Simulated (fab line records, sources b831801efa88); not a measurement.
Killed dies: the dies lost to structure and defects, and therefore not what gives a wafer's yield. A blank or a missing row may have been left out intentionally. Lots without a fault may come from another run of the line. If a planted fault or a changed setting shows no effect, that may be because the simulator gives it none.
Struck lot and sound lot, side by side + flow gf180mcu + 18 out of 602 route steps
Sound: wafers L652.1, L652.3, L652.5. Wafers struck: L661.2, L661.3, L661.5. The cause is named last.
Order at every step that has rows: each side's tool, ch and its chambers, its first start. Under that, the readings that differ: sound wafers + struck wafers + difference of the means + sigmas: that difference in standard deviations of wafers without a fault.
alike: readings whose means differ by less than 2 such deviations, and words and numbers that are the same on both sides. not compared: withheld readings, readings that some wafer has no value for, bounds like >300 that may hide the same value, and numbers for which the record gives no deviation and whose values overlap.
The two part at a step that has a row with sigmas, a row that says differs or no value, or rows on one side only. When numbers do not overlap yet have no deviation, they are printed without sigmas and do not part them. Lack of a reading on every wafer of one side parts them only where that side has two or more wafers.

first, 3 steps without rows for these wafers: GF_V4_EXPOSE_11 (exposes mask Via4, target cd 260 nm); GF_V4_PEB_12 (peb time 90 s); GF_V4_DEVELOP_13 (develop time 60 s).
GF_V4_CD_MEAS_14: target cd 260 nm.
  sound: cd_sem-02 at day 26 14:38; struck: cd_sem-01 at day 29 07:52
  alike: cd_nm
GF_V4_OVL_MEAS_15:
  sound: overlay-02 at day 26 14:45; struck: overlay-01 at day 29 07:59
  alike: V4_OVL
GF_V4_ETCH_16: etches BARC in N2/H2.
  sound on rie_diel-01 ch 0,2, day 26 14:47; struck on rie_diel-04 ch 0,2,3, day 29 08:01
  alike: bias_w, drypump_motor_current_A, oes_product_au, throttle_valve_pct
GF_V4_ETCH_17: etches SiO2 in C4F8/O2/Ar, stops on TiN, target depth 630 nm.
  sound: rie_diel-01 ch 0,2; struck: rie_diel-04 ch 0,2,3
  alike: bias_w, oes_product_au
GF_V4_STRIP_18: strips in O2/N2.
  sound on plasma_asher-03 ch 0,1, day 26 14:55; struck on plasma_asher-04 ch 0,1, day 29 08:08
  alike: drypump_motor_current_A, heater_power_w, o2_flow_sccm, oes_product_au
  not compared: rf_hours_counter_h
then, 3 steps without rows for these wafers: GF_V4_STRIP_19 (strips in post etch residue remover, time 1200 s); GF_V4_CLEAN_20 (cleans in DIW); GF_V4_SPUTTER_21 (material Ti, target thk 15 nm, time 80.02 s).
GF_V4_SPUTTER_22: material TiN, target thk 10 nm, time 40 s.
  sound: pvd_sputter-03 at day 26 15:31; struck: pvd_sputter-03 at day 29 08:50
  alike: cathode_dc_power_W, chamber_pressure_pa, throttle_valve_pct
GF_V4_CVD_23: deposits W, target thk 350 nm, time 104.9 s.
  sound on cvd_w-02 ch 0,1, day 26 15:34; struck on cvd_w-01 ch 0,1, day 29 08:53
| reading                          | sound             | struck            | difference | sigmas      |
|----------------------------------|-------------------|-------------------|------------|-------------|
| chamber_pressure_Torr (Torr)     | 40.02 39.93 40.01 | 56.61 56.53 56.51 | +16.56     | +99 or more |
| model.W_of_V4_CVD_23.thk_nm (nm) | 347.2 347.7 344.2 | 412.2 411.9 419.6 | +68.2      |             |
  alike: heater_power_outer_w, heater_power_w
GF_V4_RS_MEAS_24: uses a four-point probe to measure.
  sound: film_metro-03 at day 26 15:40; struck: film_metro-04 at day 29 09:01
| reading          | sound             | struck            | difference | sigmas |
|------------------|-------------------|-------------------|------------|--------|
| V4_W_RS (ohm/sq) | 0.330 0.329 0.333 | 0.277 0.277 0.273 | -0.055     | -14    |
GF_V4_THK_MEAS_25: measures by xrf.
  sound: film_metro-03 at day 26 15:47; struck: film_metro-04 at day 29 09:07
| reading       | sound       | struck      | difference | sigmas |
|---------------|-------------|-------------|------------|--------|
| V4_W_THK (nm) | 355 353 350 | 413 416 422 | +64        | +15    |
GF_V4_CMP_26: polishes, stops on SiO2, t overpolish 15 s, target thk 0 nm.
  sound on cmp-02 ch 0,1, day 26 15:54; struck on cmp-01 ch 0,3, day 29 09:10
| reading                | sound    | struck      | difference | sigmas |
|------------------------|----------|-------------|------------|--------|
| time_to_endpoint_s (s) | 79 79 77 | 109 102 114 | +30        | +8     |
  alike: motor_current_A
GF_MIM_SPUTTER_00: material Ti, target thk 37.5 nm, time 150 s.
  sound: pvd_sputter-02 at day 26 16:09; struck: pvd_sputter-03 at day 29 09:28
  alike: cathode_dc_power_W, chamber_pressure_pa, throttle_valve_pct
-- the record jumps here: 4 days lie between the struck wafers' starts before and after (it left off in module MIM and takes up again in module PASSIVATION, whose first step shown is number 602 of the route) --
GF_PASSIVATION_PROBE_99:
  only the struck wafers here have rows in the record (prober-01, day 33 07:11); the sound ones have none

WHERE THEY PART
At GF_V4_CVD_23 first; at GF_PASSIVATION_PROBE_99 last (within this record only).

WHY: what the simulator had put in
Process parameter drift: cvd_w-01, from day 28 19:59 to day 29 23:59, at GF_V4_CVD_23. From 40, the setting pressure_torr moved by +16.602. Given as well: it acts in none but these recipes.
